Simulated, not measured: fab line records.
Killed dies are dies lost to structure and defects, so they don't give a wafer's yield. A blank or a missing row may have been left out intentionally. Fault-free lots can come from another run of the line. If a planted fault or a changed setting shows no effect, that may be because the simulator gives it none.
Struck lot and sound lot, side by side :: flow sky130 :: 35 steps out of a route of 708
Sound: wafers L598.2, L598.4, L598.5. The struck wafers were L599.2, L599.4, L599.5. The cause is named last.
At each step with rows: each side's tool, then ch and its chambers, then its first start. Under that, the readings that differ: sound wafers :: struck wafers :: difference of the means :: sigmas: that difference in standard deviations of wafers without a fault.
alike: readings whose means differ by less than 2 such deviations, and words and numbers that are the same on both sides. not compared: withheld readings, readings that some wafer has no value for, bounds like >300 that may hide the same value, and numbers for which the record gives no deviation and whose values overlap.
A row with sigmas, a row that says differs or no value, or rows on one side alone: a step with any of these is where the two part. Non-overlapping numbers with no deviation appear without sigmas and do not part them. A reading that every wafer of one side lacks parts them only if that side has two wafers or more.

first, 10 steps without rows for these wafers: SKY_GATE_OXIDE_IMPLANT_11; SKY_GATE_OXIDE_WET_ETCH_12 (etches SiO2 in dHF, target depth 16.8 nm, time 336 s); SKY_GATE_OXIDE_STRIP_13 (strips in O2/N2); SKY_GATE_OXIDE_CLEAN_15 (cleans in SC1/SC2, time 150 s); SKY_GATE_OXIDE_OXIDATION_16 (stabilise 600 s, purge 300 s, target thk 3.57 nm); SKY_POLY_GATE_CVD_00 (deposits poly-Si, target thk 180 nm, time 720 s); SKY_RES_PROTECT_DEHYDRATE_00 (time 60 s); SKY_RES_PROTECT_HMDS_01 (prime time 60 s); SKY_RES_PROTECT_COAT_02 (resist thk 1140 nm); SKY_RES_PROTECT_SOFTBAKE_03 (time 60 s).
SKY_RES_PROTECT_EXPOSE_04: exposes mask RPM, target cd 1270 nm.
  sound on iline stepper-02 ch 0, day 15 12:08; struck on iline stepper-02 ch 0, day 15 19:28
reading: model.RES_PROTECT.overlay x nm (nm)
sound: 0.177 0.177 0.177
struck: 244.8 244.8 244.8
difference: +244.6
sigmas: 
  alike: mask, exposure dose mJ cm2
then, 23 steps without rows for these wafers: SKY_RES_PROTECT_PEB_05; SKY_RES_PROTECT_DEVELOP_06 (develop time 60 s); SKY_POLY_GATE_IMPLANT_02; SKY_RES_PROTECT_STRIP_07 (strips in O2/N2); SKY_RES_PROTECT_CLEAN_09 (cleans in SC1/SC2, time 150 s); SKY_POLY_GATE_CVD_03 (deposits Si3N4 from DCS/NH3, target thk 75 nm, time 1290 s); SKY_POLY_GATE_DEHYDRATE_05 (time 60 s); SKY_POLY_GATE_HMDS_06 (prime time 60 s); SKY_POLY_GATE_COAT_07 (resist thk 110 nm); SKY_POLY_GATE_COAT_08 (resist thk 450 nm); SKY_POLY_GATE_SOFTBAKE_09 (time 90 s); SKY_POLY_GATE_EXPOSE_10 (exposes mask P1M, target cd 150 nm); SKY_POLY_GATE_PEB_11; SKY_POLY_GATE_DEVELOP_12 (develop time 60 s); SKY_POLY_GATE_ETCH_15 (etches BARC in N2/H2, stops on SiO2, time 118.5 s, target depth 110 nm); SKY_POLY_GATE_ETCH_16 (etches Si3N4 in CH3F/O2, stops on poly-Si, time 147.5 s, target depth 75 nm); SKY_POLY_GATE_ETCH_17 (etches poly-Si in HBr/Cl2, stops on SiO2, target depth 180 nm, time 70.5 s); SKY_POLY_GATE_STRIP_18 (strips in O2/N2); SKY_POLY_GATE_CLEAN_19 (cleans in SC1/SC2, time 150 s); SKY_POLY_GATE_OXIDATION_20 (stabilise 600 s, purge 300 s, target thk 4 nm); SKY_LDD_N_DEHYDRATE_00 (time 60 s); SKY_LDD_N_HMDS_01 (prime time 60 s); SKY_LDD_N_COAT_02 (resist thk 300 nm).
-- a jump in the record: the struck wafers' starts before and after are 31 days apart (it breaks off in module LDD_N and resumes in module PAD_OPEN, where the first step shown is number 708 of the route) --
SKY_PAD_OPEN_PROBE_99:
  struck on prober-02, day 46 14:31; sound on prober-01, day 46 09:44
reading: killed at contacts
sound: 33 24 28
struck: 22 19 9
difference: -12
sigmas: -2

reading: killed at other
sound: 0 0 0
struck: 16 14 12
difference: +14
sigmas: +22

reading: model.etest.res xhigh po.line ohm um
sound: 5761 5572 5547
struck: 1766 1688 1782
difference: -3881
sigmas: 

reading: model.etest.res xhigh po.width nm (nm)
sound: 347.5 354 351.8
struck: 1201 1255 1180
difference: +861
sigmas: 

reading: model.etest.res high po.line ohm um
sound: 753.8 741.9 729.4
struck: 562.6 568.3 563.7
difference: -176.8
sigmas: 

reading: model.etest.res high po.width nm (nm)
sound: 348.5 352.2 352.2
struck: 476.7 483.6 474.8
difference: +127.4
sigmas: 
  alike: killed_at_M0_to_M3, killed_at_M4_up, killed at front end, killed dies, killed open, killed short

WHERE THEY PART
SKY_PAD_OPEN_PROBE_99 only, going by this record.

WHY: what had been put in by the simulator
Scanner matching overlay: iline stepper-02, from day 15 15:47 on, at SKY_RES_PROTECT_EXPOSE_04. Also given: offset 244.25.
